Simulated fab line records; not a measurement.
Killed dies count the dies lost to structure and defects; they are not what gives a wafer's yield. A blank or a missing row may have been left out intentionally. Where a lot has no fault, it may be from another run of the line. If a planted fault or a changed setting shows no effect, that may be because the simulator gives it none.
fab line records	flow sky130
record lots=24	wafers=72	lastDay=50
route steps=708 shown FIELD_ISO@17 VT_ADJUST_NCORE@129 RES_PROTECT@215 CONTACT@423 VIA3@587 METAL4@629
lots that met no fault: from a run of the same line without faults
startH: hours from the record's opening day to when the first of the lot's shown wafers began	waitH: hours elapsed since this lot's preceding step	" unchanged from the row above	L1.1+2: one row covering several wafers at once	- either no value or no given start	* or withheld: withheld	< > ~ a bound
route shown NAME@n: names a module that has steps shown in the file, with the first one's number in the route	usual: average and standard deviation across the fault-free wafers	same: alike in all rows	chamber/n: place in a boat	sites: each site's reading	_std_site: the values' standard deviation	_edge_site: the outer-site mean with the inner-site mean subtracted	radiusMm: for every site, how far away it sits from the centre of the wafer	mask NAME#n: copy n	behind: the last tool/chamber to shape the wafer	hold: what put the lot on hold/how long, in hours/how the hold closed	device: names the non-switching transistor (n, p or np)	end of line: the same wafers' tests at the end of the route	a step without rows: its recipe alone	killed: the dies lost at the first sort to structure and to defects; this is not the yield of the wafer	map: a wafer's dies, marking killed ones x, the rest . and places with no die _
set.NAME: the setting as run; set.NAME@STEP: as run at that earlier step	model.NAME: the simulator's own value behind a step, which no gauge read
one table for each step of the route and one row for each wafer, over a sample of lots
services: the hour from which a tool's chamber was out of use, counted from the record's first day as startH (under 0 if before that day), plus the number of hours and why
## steps
# step SKY_FIELD_ISO_STRIP_16
# recipe chemistry=O2/N2	powerW=1400	pressureMtorr=1500	platenTempC=withheld	o2FlowSccm=3000	n2FlowSccm=300	overashFraction=0.5
# usual drypumpMotorCurrentA=5.7/0.45	oesProductAu=0.377/0.0044	stripTimeToEndpointS=3.52/0.032
lot.wafer	tool	chamber	startH	waitH	drypumpMotorCurrentA	oesProductAu	rfHoursCounterH	stripTimeToEndpointS
L074.1	plasmaAsher-03	0	29.14	0.0	6.1	0.374	22	3.56
L074.3	"	0	"	"	6.2	0.370	-	3.51
L074.5	"	0	"	"	6.2	0.378	-	3.54
L075.2	plasmaAsher-01	0	34.24	0.0	4.9	0.378	37	3.48
L075.3	"	1	"	"	5.4	0.372	-	3.56
L075.6	"	0	"	"	4.9	0.378	-	3.54
L076.1	plasmaAsher-02	1	38.79	0.0	5.8	0.379	37	3.53
L076.2	"	0	"	"	5.9	0.383	37	3.52
L076.6	"	0	"	"	5.8	0.376	-	3.53
L077.1	plasmaAsher-01	1	44.88	0.0	5.4	0.372	38	3.43
L077.2	"	0	"	"	4.9	0.376	38	3.51
L077.5	"	0	"	"	4.9	0.380	-	3.52
L078.1	plasmaAsher-02	0	49.82	0.0	5.8	0.370	38	3.58
L078.2	"	1	"	"	5.8	0.365	38	3.55
L078.3	"	0	"	"	5.8	0.381	-	3.52
L079.1	plasmaAsher-01	0	57.82	0.0	5.0	0.379	40	3.51
L079.2	"	1	"	"	5.5	0.376	40	3.55
L079.6	"	1	"	"	5.4	0.372	-	3.56
L080.3	plasmaAsher-03	1	61.76	0.1	6.3	0.378	-	3.57
L080.4	"	0	"	"	6.2	0.369	-	3.52
L080.5	"	1	"	"	6.3	0.374	-	3.55
L081.3	plasmaAsher-03	0	64.96	0.1	6.1	0.379	-	3.56
L081.4	"	1	"	"	6.3	0.378	-	3.53
L081.6	"	1	"	"	6.3	0.381	-	3.49
L082.1	plasmaAsher-03	1	69.24	0.0	6.3	0.381	25	3.58
L082.2	"	0	"	"	6.2	0.375	25	3.50
L082.3	"	1	"	"	6.3	0.373	-	3.52
L083.1	plasmaAsher-02	0	76.78	0.0	5.8	0.381	41	3.53
L083.3	"	0	"	"	5.8	0.379	-	3.54
L083.6	"	0	"	"	5.8	0.383	-	3.55
L084.2	plasmaAsher-02	0	84.42	0.0	5.8	0.371	42	3.51
L084.5	"	1	"	"	5.8	0.381	-	3.52
L084.6	"	0	"	"	5.8	0.378	-	3.52
L085.1	plasmaAsher-01	1	89.69	0.0	5.4	0.380	42	3.49
L085.5	"	1	"	"	5.4	0.373	-	3.51
L085.6	"	0	"	"	4.9	0.377	-	3.48
L086.2	plasmaAsher-01	1	93.52	0.0	5.4	0.368	43	3.48
L086.4	"	1	"	"	5.4	0.374	-	3.56
L086.5	"	1	"	"	5.4	0.378	-	3.56
L087.1	plasmaAsher-02	1	97.32	0.0	5.7	0.369	43	3.54
L087.3	"	1	"	"	5.8	0.382	-	3.47
L087.4	"	0	"	"	5.8	0.382	-	3.54
L088.2	plasmaAsher-02	1	102.53	0.0	5.8	0.382	44	3.52
L088.3	"	0	"	"	5.8	0.373	-	3.56
L088.6	"	1	"	"	5.8	0.381	-	3.57
L089.1	plasmaAsher-01	1	106.37	0.0	5.4	0.374	44	3.49
L089.2	"	0	"	"	4.9	0.384	44	3.51
L089.5	"	0	"	"	4.9	0.382	-	3.51
L090.2	plasmaAsher-03	1	112.49	0.0	6.3	0.376	30	3.44
L090.3	"	0	"	"	6.2	0.376	-	3.50
L090.4	"	1	"	"	6.3	0.373	-	3.51
L091.1	plasmaAsher-03	1	119.47	0.0	6.3	0.374	30	3.55
L091.2	"	0	"	"	6.2	0.371	30	3.54
L091.5	"	0	"	"	6.2	0.375	-	3.52
L093.3	plasmaAsher-02	1	126.96	0.1	5.8	0.377	-	3.48
L093.5	"	0	"	"	5.8	0.377	-	3.50
L093.6	"	1	"	"	5.8	0.368	-	3.52
L092.1	plasmaAsher-03	1	127.27	0.0	6.3	0.379	31	3.50
L092.4	"	0	"	"	6.1	0.371	-	3.49
L092.5	"	0	"	"	6.2	0.382	-	3.49
L094.1	plasmaAsher-01	1	134.12	0.0	5.4	0.378	0	3.59
L094.3	"	0	"	"	5.0	0.373	-	3.46
L094.4	"	1	"	"	5.4	0.378	-	3.57
L095.2	plasmaAsher-01	0	140.44	0.0	5.0	0.384	1	3.54
L095.3	"	1	"	"	5.4	0.379	-	3.53
L095.4	"	0	"	"	5.0	0.383	-	3.54
L096.3	plasmaAsher-01	1	144.46	0.1	5.4	0.378	-	3.56
L096.4	"	0	"	"	4.9	0.376	-	3.55
L096.5	"	0	"	"	4.9	0.379	-	3.46
L097.1	plasmaAsher-02	0	148.14	0.0	5.8	0.380	48	3.52
L097.2	"	1	"	"	5.8	0.381	48	3.50
L097.5	"	1	"	"	5.8	0.381	-	3.52
# step SKY_VT_ADJUST_NCORE_STRIP_10
# recipe chemistry=O2/N2	powerW=1400	pressureMtorr=1500	platenTempC=withheld	o2FlowSccm=3000	n2FlowSccm=300	overashFraction=0.5
# usual drypumpMotorCurrentA=6.00/0.26	oesProductAu=0.715/0.0045	stripTimeToEndpointS=14.17/0.04
lot.wafer	tool	chamber	startH	waitH	drypumpMotorCurrentA	oesProductAu	rfHoursCounterH	stripTimeToEndpointS
L074.1	plasmaAsher-04	0	182.63	0.1	6.01	0.715	48	14.10
L074.3	"	0	"	"	5.99	0.723	-	14.18
L074.5	"	1	"	"	5.54	0.714	-	14.13
L075.2	plasmaAsher-04	1	190.98	0.1	5.57	0.707	49	14.18
L075.3	"	0	"	"	5.98	0.712	-	14.18
L075.6	"	0	"	"	6.01	0.714	-	14.12
L076.1	plasmaAsher-03	1	195.77	0.1	6.27	0.711	38	14.18
L076.2	"	0	"	"	6.13	0.715	38	14.18
L076.6	"	1	"	"	6.25	0.710	-	14.17
L077.1	plasmaAsher-04	1	200.13	0.1	5.56	0.712	50	14.19
L077.2	"	0	"	"	5.99	0.712	50	14.21
L077.5	"	0	"	"	5.99	0.714	-	14.22
L078.1	plasmaAsher-03	0	211.46	0.1	6.18	0.712	40	14.17
L078.2	"	1	"	"	6.28	0.718	40	14.22
L078.3	"	0	"	"	6.21	0.716	-	14.18
L079.1	plasmaAsher-03	1	230.62	0.1	6.26	0.722	42	14.19
L079.2	"	0	"	"	6.13	0.714	42	14.18
L079.6	"	1	"	"	6.27	0.723	-	14.17
L081.3	plasmaAsher-03	1	234.91	0.1	6.28	0.718	-	14.23
L081.4	"	0	"	"	6.13	0.715	-	14.20
L081.6	"	1	"	"	6.26	0.716	-	14.20
L080.3	plasmaAsher-04	0	235.91	0.1	5.97	0.705	-	14.23
L080.4	"	1	"	"	5.55	0.719	-	14.25
L080.5	"	0	"	"	5.98	0.721	-	14.24
L082.1	plasmaAsher-04	0	239.00	0.1	5.98	0.712	53	14.18
L082.2	"	1	"	"	5.54	0.724	53	14.20
L082.3	"	0	"	"	5.97	0.711	-	14.21
L083.1	plasmaAsher-03	1	245.62	0.1	6.29	0.719	44	14.15
L083.3	"	1	"	"	6.29	0.713	-	14.17
L083.6	"	0	"	"	6.15	0.713	-	14.19
L084.2	plasmaAsher-04	0	254.18	0.1	5.99	0.718	55	14.15
L084.5	"	1	"	"	5.57	0.715	-	14.11
L084.6	"	0	"	"	6.03	0.719	-	14.14
L085.1	plasmaAsher-02	0	269.21	0.1	5.82	0.727	61	14.18
L085.5	"	0	"	"	5.83	0.715	-	14.21
L085.6	"	1	"	"	5.78	0.715	-	14.24
L087.1	plasmaAsher-04	1	279.46	0.1	5.56	0.717	56	14.14
L087.3	"	0	"	"	5.98	0.711	-	14.16
L087.4	"	1	"	"	5.55	0.707	-	14.21
L086.2	plasmaAsher-04	0	280.66	0.1	5.98	0.717	56	14.25
L086.4	"	1	"	"	5.54	0.715	-	14.20
L086.5	"	1	"	"	5.54	0.711	-	14.21
L088.2	plasmaAsher-03	0	288.57	0.1	6.15	0.715	48	14.17
L088.3	"	0	"	"	6.12	0.714	-	14.19
L088.6	"	0	"	"	6.15	0.715	-	14.14
L089.1	plasmaAsher-02	0	296.68	0.1	5.85	0.711	64	14.18
L089.2	"	1	"	"	5.78	0.709	64	14.12
L089.5	"	1	"	"	5.79	0.712	-	14.17
L090.2	plasmaAsher-03	1	300.98	0.1	6.26	0.715	50	14.11
L090.3	"	0	"	"	6.15	0.723	-	14.15
L090.4	"	1	"	"	6.28	0.719	-	14.16
L091.1	plasmaAsher-03	1	306.76	0.1	6.28	0.711	50	14.13
L091.2	"	0	"	"	6.12	0.714	50	14.16
L091.5	"	0	"	"	6.16	0.701	-	14.11
L093.3	plasmaAsher-03	0	316.29	0.1	6.22	0.725	-	14.25
L093.5	"	0	"	"	6.19	0.721	-	14.25
L093.6	"	1	"	"	6.29	0.716	-	14.22
L092.1	plasmaAsher-03	1	318.53	0.1	6.27	0.720	51	14.22
L092.4	"	1	"	"	6.27	0.716	-	14.20
L092.5	"	0	"	"	6.17	0.714	-	14.23
L094.1	plasmaAsher-03	1	324.83	0.1	6.30	0.716	52	14.13
L094.3	"	0	"	"	6.16	0.717	-	14.11
L094.4	"	1	"	"	6.31	0.719	-	14.14
L095.2	plasmaAsher-02	0	334.88	0.1	5.82	0.716	67	14.13
L095.3	"	0	"	"	5.81	0.711	-	14.12
L095.4	"	1	"	"	5.77	0.718	-	14.19
L096.3	plasmaAsher-03	0	336.86	0.1	6.14	0.715	-	14.13
L096.4	"	1	"	"	6.29	0.712	-	14.13
L096.5	"	1	"	"	6.30	0.712	-	14.14
L097.1	plasmaAsher-02	1	344.12	0.1	5.75	0.722	68	14.16
L097.2	"	0	"	"	5.83	0.722	68	14.16
L097.5	"	1	"	"	5.75	0.707	-	14.16
# step SKY_RES_PROTECT_TW_MEAS_08
# usual POLY_GATE_TW=4060/21
lot.wafer	tool	chamber	startH	waitH	POLY_GATE_TW
L074.1	filmMetro-02	-	338.75	0.1	4064
L074.3	"	-	"	"	4077
L074.5	"	-	"	"	4066
L075.2	filmMetro-04	-	348.07	0.1	4088
L075.3	"	-	"	"	4068
L075.6	"	-	"	"	4089
L077.1	filmMetro-03	-	360.61	0.1	4002
L077.2	"	-	"	"	4037
L077.5	"	-	"	"	4030
L076.1	filmMetro-04	-	360.95	0.1	4061
L076.2	"	-	"	"	4098
L076.6	"	-	"	"	4086
L078.1	filmMetro-04	-	378.31	0.1	4066
L078.2	"	-	"	"	4056
L078.3	"	-	"	"	4071
L079.1	filmMetro-04	-	399.12	0.1	4061
L079.2	"	-	"	"	4066
L079.6	"	-	"	"	4075
L080.3	filmMetro-03	-	404.52	0.1	4042
L080.4	"	-	"	"	4043
L080.5	"	-	"	"	4028
L081.3	filmMetro-04	-	404.53	0.1	4047
L081.4	"	-	"	"	4033
L081.6	"	-	"	"	4071
L082.1	filmMetro-03	-	411.42	0.1	4049
L082.2	"	-	"	"	4038
L082.3	"	-	"	"	4027
L083.1	filmMetro-04	-	419.61	0.1	4071
L083.3	"	-	"	"	4083
L083.6	"	-	"	"	4049
L084.2	filmMetro-03	-	430.66	0.1	4039
L084.5	"	-	"	"	4053
L084.6	"	-	"	"	4038
L085.1	filmMetro-02	-	448.34	0.1	4099
L085.5	"	-	"	"	4117
L085.6	"	-	"	"	4095
L087.1	filmMetro-02	-	459.15	0.1	4063
L087.3	"	-	"	"	4033
L087.4	"	-	"	"	4073
L086.2	filmMetro-02	-	469.28	0.1	4053
L086.4	"	-	"	"	4057
L086.5	"	-	"	"	4050
L088.2	filmMetro-04	-	477.26	0.1	4088
L088.3	"	-	"	"	4067
L088.6	"	-	"	"	4066
L090.2	filmMetro-02	-	487.41	0.1	4066
L090.3	"	-	"	"	4073
L090.4	"	-	"	"	4077
L089.1	filmMetro-04	-	487.70	0.1	4101
L089.2	"	-	"	"	4074
L089.5	"	-	"	"	4088
L091.1	filmMetro-03	-	494.46	0.1	4051
L091.2	"	-	"	"	4050
L091.5	"	-	"	"	4039
L093.3	filmMetro-04	-	505.79	0.1	4054
L093.5	"	-	"	"	4031
L093.6	"	-	"	"	4044
L092.1	filmMetro-02	-	506.80	0.1	4072
L092.4	"	-	"	"	4058
L092.5	"	-	"	"	4044
L094.1	filmMetro-03	-	513.41	0.1	4051
L094.3	"	-	"	"	4047
L094.4	"	-	"	"	4047
L096.3	filmMetro-02	-	526.55	0.1	4018
L096.4	"	-	"	"	4051
L096.5	"	-	"	"	4052
L095.2	filmMetro-02	-	526.69	0.1	4073
L095.3	"	-	"	"	4039
L095.4	"	-	"	"	4054
L097.1	filmMetro-04	-	537.11	0.1	4070
L097.2	"	-	"	"	4066
L097.5	"	-	"	"	4076
# step SKY_CONTACT_ETCH_17
# recipe target=SiO2	chemistry=C4F8/O2/Ar	stopOn=Si3N4	maskMaterial=KrF-thick	sourceW=1500	biasW=1200	pressureMtorr=40	c4f8FlowSccm=withheld	O2_flow_sccm=6	Ar_flow_sccm=300	timeS=withheld	targetDepthA=3400
# usual oesProductAu=0.892/0.0049
lot.wafer	tool	chamber	startH	waitH	oesProductAu
L074.1	rieDiel-02	3	736.35	0.0	0.894
L074.3	"	2	"	"	0.890
L074.5	"	3	"	"	0.884
L075.2	rieDiel-04	3	741.41	0.0	0.897
L075.3	"	2	"	"	0.902
L075.6	"	0	"	"	0.896
L077.1	rieDiel-01	3	757.16	0.0	0.894
L077.2	"	1	"	"	0.896
L077.5	"	2	"	"	0.885
L076.1	rieDiel-04	3	757.51	0.0	0.896
L076.2	"	2	"	"	0.893
L076.6	"	2	"	"	0.898
L078.1	rieDiel-04	1	775.31	0.0	0.889
L078.2	"	2	"	"	0.896
L078.3	"	0	"	"	0.886
L079.1	rieDiel-04	3	793.35	0.0	0.899
L079.2	"	2	"	"	0.894
L079.6	"	1	"	"	0.895
L080.3	rieDiel-01	1	796.15	0.0	0.893
L080.4	"	3	"	"	0.895
L080.5	"	2	"	"	0.902
L081.3	rieDiel-04	2	796.81	0.0	0.894
L081.4	"	3	"	"	0.901
L081.6	"	3	"	"	0.896
L082.1	rieDiel-02	3	806.53	0.0	0.885
L082.2	"	1	"	"	0.893
L082.3	"	0	"	"	0.891
L083.1	rieDiel-04	1	812.18	0.0	0.888
L083.3	"	2	"	"	0.886
L083.6	"	0	"	"	0.899
L084.2	rieDiel-01	1	817.11	0.0	0.891
L084.5	"	3	"	"	0.900
L084.6	"	0	"	"	0.891
L085.1	rieDiel-01	2	833.50	0.0	0.891
L085.5	"	1	"	"	0.898
L085.6	"	0	"	"	0.903
L087.1	rieDiel-04	2	848.51	0.0	0.873
L087.3	"	1	"	"	0.894
L087.4	"	2	"	"	0.886
L086.2	rieDiel-02	3	850.61	0.0	0.883
L086.4	"	0	"	"	0.890
L086.5	"	2	"	"	0.890
L088.2	rieDiel-02	2	855.36	0.0	0.895
L088.3	"	0	"	"	0.892
L088.6	"	0	"	"	0.887
L090.2	rieDiel-02	3	873.80	0.0	0.900
L090.3	"	1	"	"	0.892
L090.4	"	1	"	"	0.898
L089.1	rieDiel-04	1	874.71	0.0	0.894
L089.2	"	3	"	"	0.888
L089.5	"	2	"	"	0.890
L091.1	rieDiel-01	2	876.65	0.0	0.894
L091.2	"	3	"	"	0.892
L091.5	"	1	"	"	0.894
L093.3	rieDiel-04	2	880.40	0.0	0.891
L093.5	"	2	"	"	0.901
L093.6	"	1	"	"	0.889
L092.1	rieDiel-01	1	881.31	0.0	0.890
L092.4	"	3	"	"	0.896
L092.5	"	1	"	"	0.888
L094.1	rieDiel-02	3	884.61	0.0	0.890
L094.3	"	1	"	"	0.891
L094.4	"	0	"	"	0.892
L096.3	rieDiel-02	1	903.19	0.0	0.897
L096.4	"	2	"	"	0.896
L096.5	"	2	"	"	0.886
L095.2	rieDiel-04	2	903.55	0.0	0.890
L095.3	"	1	"	"	0.893
L095.4	"	0	"	"	0.883
L097.1	rieDiel-02	3	907.82	0.0	0.890
L097.2	"	0	"	"	0.893
L097.5	"	1	"	"	0.892
# step SKY_VIA3_ETCH_14
# recipe chemistry=N2/H2	target=BARC	ionEnergyEv=200	sourceW=500	biasW=101.4	pressureMtorr=30	n2FlowSccm=100	h2FlowSccm=200	stopOn=SiO2	timeS=45.9	targetDepthA=600
# usual drypumpMotorCurrentA=6.01/0.24	oesProductAu=0.851/0.0048	throttleValvePct=13.226/0.01
lot.wafer	tool	chamber	startH	waitH	drypumpMotorCurrentA	oesProductAu	rfHoursCounterH	throttleValvePct
L074.1	rieDiel-04	2	930.29	0.0	6.25	0.856	24	13.230
L074.3	"	3	"	"	6.20	0.860	17	13.229
L074.5	"	0	"	"	5.53	0.860	-	13.216
L075.2	rieDiel-04	2	932.77	0.0	6.25	0.843	24	13.233
L075.3	"	0	"	"	5.52	0.852	2	13.258
L075.6	"	3	"	"	6.23	0.855	-	13.235
L077.1	rieDiel-01	0	953.88	0.0	6.11	0.860	10	13.225
L077.2	"	3	"	"	5.86	0.859	11	13.226
L077.5	"	1	"	"	6.36	0.854	-	13.234
L076.1	rieDiel-02	0	954.00	0.0	6.05	0.848	16	13.224
L076.2	"	1	"	"	5.92	0.844	3	13.236
L076.6	"	1	"	"	5.91	0.860	-	13.219
L078.1	rieDiel-01	1	963.29	0.0	6.40	0.847	7	13.225
L078.2	"	0	"	"	6.14	0.844	11	13.233
L078.3	"	2	"	"	5.64	0.848	21	13.210
L079.1	rieDiel-01	0	982.59	0.0	6.13	0.852	12	13.213
L079.2	"	1	"	"	6.39	0.847	7	13.210
L079.6	"	2	"	"	5.67	0.856	-	13.234
L080.3	rieDiel-02	3	983.40	0.0	5.99	0.850	23	13.243
L080.4	"	0	"	"	6.04	0.855	16	13.214
L080.5	"	0	"	"	6.04	0.854	-	13.206
L081.3	rieDiel-04	2	983.93	0.0	6.25	0.850	26	13.225
L081.4	"	0	"	"	5.55	0.854	3	13.226
L081.6	"	0	"	"	5.55	0.854	-	13.224
L082.1	rieDiel-02	0	991.28	0.0	6.03	0.851	17	13.227
L082.2	"	1	"	"	5.92	0.852	4	13.225
L082.3	"	3	"	"	5.96	0.851	23	13.242
L083.1	rieDiel-04	3	1003.18	0.0	6.19	0.855	19	13.239
L083.3	"	1	"	"	6.09	0.858	7	13.221
L083.6	"	3	"	"	6.19	0.858	-	13.246
L084.2	rieDiel-02	2	1006.63	0.0	6.05	0.848	3	13.214
L084.5	"	3	"	"	6.02	0.848	-	13.226
L084.6	"	0	"	"	6.04	0.848	-	13.213
L085.1	rieDiel-01	3	1015.01	0.0	5.90	0.846	13	13.227
L085.5	"	3	"	"	5.89	0.851	-	13.225
L085.6	"	0	"	"	6.14	0.846	-	13.224
L087.1	rieDiel-01	0	1029.68	0.0	6.14	0.844	13	13.219
L087.3	"	2	"	"	5.67	0.847	23	13.248
L087.4	"	3	"	"	5.93	0.854	13	13.213
L086.2	rieDiel-02	1	1031.68	0.0	5.90	0.852	6	13.213
L086.4	"	0	"	"	6.03	0.841	18	13.224
L086.5	"	2	"	"	6.08	0.850	-	13.236
L088.2	rieDiel-02	0	1034.67	0.0	6.05	0.849	18	13.241
L088.3	"	2	"	"	6.06	0.851	5	13.225
L088.6	"	3	"	"	5.98	0.852	-	13.220
L090.2	rieDiel-04	0	1052.12	0.0	5.53	0.844	5	13.223
L090.3	"	3	"	"	6.22	0.854	21	13.222
L090.4	"	0	"	"	5.53	0.858	-	13.235
L089.1	rieDiel-04	1	1053.07	0.0	6.08	0.855	8	13.238
L089.2	"	3	"	"	6.19	0.854	21	13.227
L089.5	"	0	"	"	5.56	0.858	-	13.219
L091.1	rieDiel-01	0	1053.42	0.0	6.12	0.853	14	13.237
L091.2	"	1	"	"	6.35	0.845	10	13.217
L091.5	"	0	"	"	6.13	0.849	-	13.214
L093.3	rieDiel-01	3	1058.12	0.0	5.89	0.854	15	13.221
L093.5	"	1	"	"	6.39	0.857	-	13.228
L093.6	"	0	"	"	6.15	0.852	-	13.232
L092.1	rieDiel-04	3	1058.82	0.0	6.20	0.847	21	13.221
L092.4	"	1	"	"	6.09	0.856	-	13.230
L092.5	"	3	"	"	6.21	0.858	-	13.218
L094.1	rieDiel-04	3	1061.88	0.0	6.20	0.844	21	13.229
L094.3	"	1	"	"	6.08	0.846	9	13.220
L094.4	"	0	"	"	5.51	0.847	-	13.226
L096.3	rieDiel-04	3	1076.07	0.0	6.22	0.842	22	13.247
L096.4	"	1	"	"	6.05	0.851	9	13.229
L096.5	"	2	"	"	6.24	0.850	-	13.249
L095.2	rieDiel-01	2	1076.08	0.0	5.67	0.841	24	13.222
L095.3	"	3	"	"	5.92	0.849	15	13.229
L095.4	"	1	"	"	6.36	0.848	11	13.214
L097.1	rieDiel-01	3	1080.38	0.0	5.92	0.848	15	13.207
L097.2	"	0	"	"	6.13	0.845	15	13.204
L097.5	"	2	"	"	5.68	0.846	-	13.232
# step SKY_METAL4_CD_MEAS_13
# recipe targetCdNm=300
# usual cdNm=299.7/1.7
lot.wafer	tool	chamber	startH	waitH	cdNm
L074.1	cdSem-01	-	980.47	-	300.7
L074.3	"	-	"	"	300.6
L074.5	"	-	"	"	298.8
L075.2	cdSem-01	-	984.14	-	300.1
L075.3	"	-	"	"	299.3
L075.6	"	-	"	"	298.8
L077.1	cdSem-02	-	1002.65	-	300.5
L077.2	"	-	"	"	300.5
L077.5	"	-	"	"	301.5
L076.1	cdSem-02	-	1003.62	-	299.1
L076.2	"	-	"	"	297.5
L076.6	"	-	"	"	299.5
L078.1	cdSem-02	-	1011.92	-	298.8
L078.2	"	-	"	"	300.5
L078.3	"	-	"	"	299.5
L080.3	cdSem-01	-	1031.11	-	297.5
L080.4	"	-	"	"	298.1
L080.5	"	-	"	"	297.7
L079.1	cdSem-01	-	1031.40	-	298.9
L079.2	"	-	"	"	297.5
L079.6	"	-	"	"	300.1
L081.3	cdSem-02	-	1031.86	-	300.3
L081.4	"	-	"	"	299.6
L081.6	"	-	"	"	298.1
L082.1	cdSem-01	-	1038.50	-	300.5
L082.2	"	-	"	"	300.1
L082.3	"	-	"	"	301.3
L083.1	cdSem-02	-	1049.97	-	301.2
L083.3	"	-	"	"	300.9
L083.6	"	-	"	"	300.6
L084.2	cdSem-02	-	1053.87	-	298.7
L084.5	"	-	"	"	298.0
L084.6	"	-	"	"	298.8
L085.1	cdSem-02	-	1061.37	-	299.9
L085.5	"	-	"	"	297.0
L085.6	"	-	"	"	295.9
L087.1	cdSem-02	-	1074.77	-	297.6
L087.3	"	-	"	"	298.5
L087.4	"	-	"	"	297.7
L086.2	cdSem-01	-	1077.64	-	299.8
L086.4	"	-	"	"	301.0
L086.5	"	-	"	"	301.6
L088.2	cdSem-01	-	1079.59	-	300.8
L088.3	"	-	"	"	301.8
L088.6	"	-	"	"	301.6
L090.2	cdSem-01	-	1096.74	-	299.1
L090.3	"	-	"	"	299.8
L090.4	"	-	"	"	300.0
L089.1	cdSem-01	-	1098.02	-	303.2
L089.2	"	-	"	"	303.1
L089.5	"	-	"	"	302.9
L091.1	cdSem-01	-	1098.37	-	299.0
L091.2	"	-	"	"	297.7
L091.5	"	-	"	"	298.9
L093.3	cdSem-02	-	1103.04	-	301.0
L093.5	"	-	"	"	301.0
L093.6	"	-	"	"	300.9
L092.1	cdSem-01	-	1103.67	-	297.2
L092.4	"	-	"	"	297.3
L092.5	"	-	"	"	296.6
L094.1	cdSem-01	-	1105.67	-	296.1
L094.3	"	-	"	"	296.9
L094.4	"	-	"	"	297.9
L096.3	cdSem-01	-	1118.89	-	300.8
L096.4	"	-	"	"	301.8
L096.5	"	-	"	"	300.2
L095.2	cdSem-01	-	1119.74	-	302.2
L095.3	"	-	"	"	301.7
L095.4	"	-	"	"	302.2
L097.1	cdSem-02	-	1123.15	-	299.4
L097.2	"	-	"	"	299.5
L097.5	"	-	"	"	299.0
## services
tool	chamber	startH	hours	kind
rieDiel-04	-	14.99	0.2	repair
rieDiel-04	2	24.40	3.1	repair
rieDiel-04	3	32.04	2.7	repair
rieDiel-04	3	126.08	8.3	repair
rieDiel-04	3	139.91	3.1	repair
plasmaAsher-03	-	239.59	0.5	repair
rieDiel-04	2	265.73	8.0	repair
rieDiel-04	-	274.16	28.1	pm
rieDiel-04	2	307.78	11.5	repair
rieDiel-04	3	362.01	8.6	repair
rieDiel-04	2	406.84	6.9	repair
rieDiel-04	0	423.65	5.0	repair
rieDiel-04	1	430.55	3.3	repair
rieDiel-04	1	450.50	2.5	repair
plasmaAsher-03	-	536.96	2.8	pm
rieDiel-04	-	591.99	2.8	pm
rieDiel-04	-	625.33	0.1	repair
rieDiel-04	3	674.69	4.8	repair
rieDiel-04	-	803.75	0.7	repair
rieDiel-04	0	846.88	5.1	repair
rieDiel-04	2	861.56	1.4	repair
rieDiel-04	-	1005.37	14.6	pm
rieDiel-04	1	1028.29	4.7	repair
plasmaAsher-03	-	1055.25	9.0	pm
## key
fault none
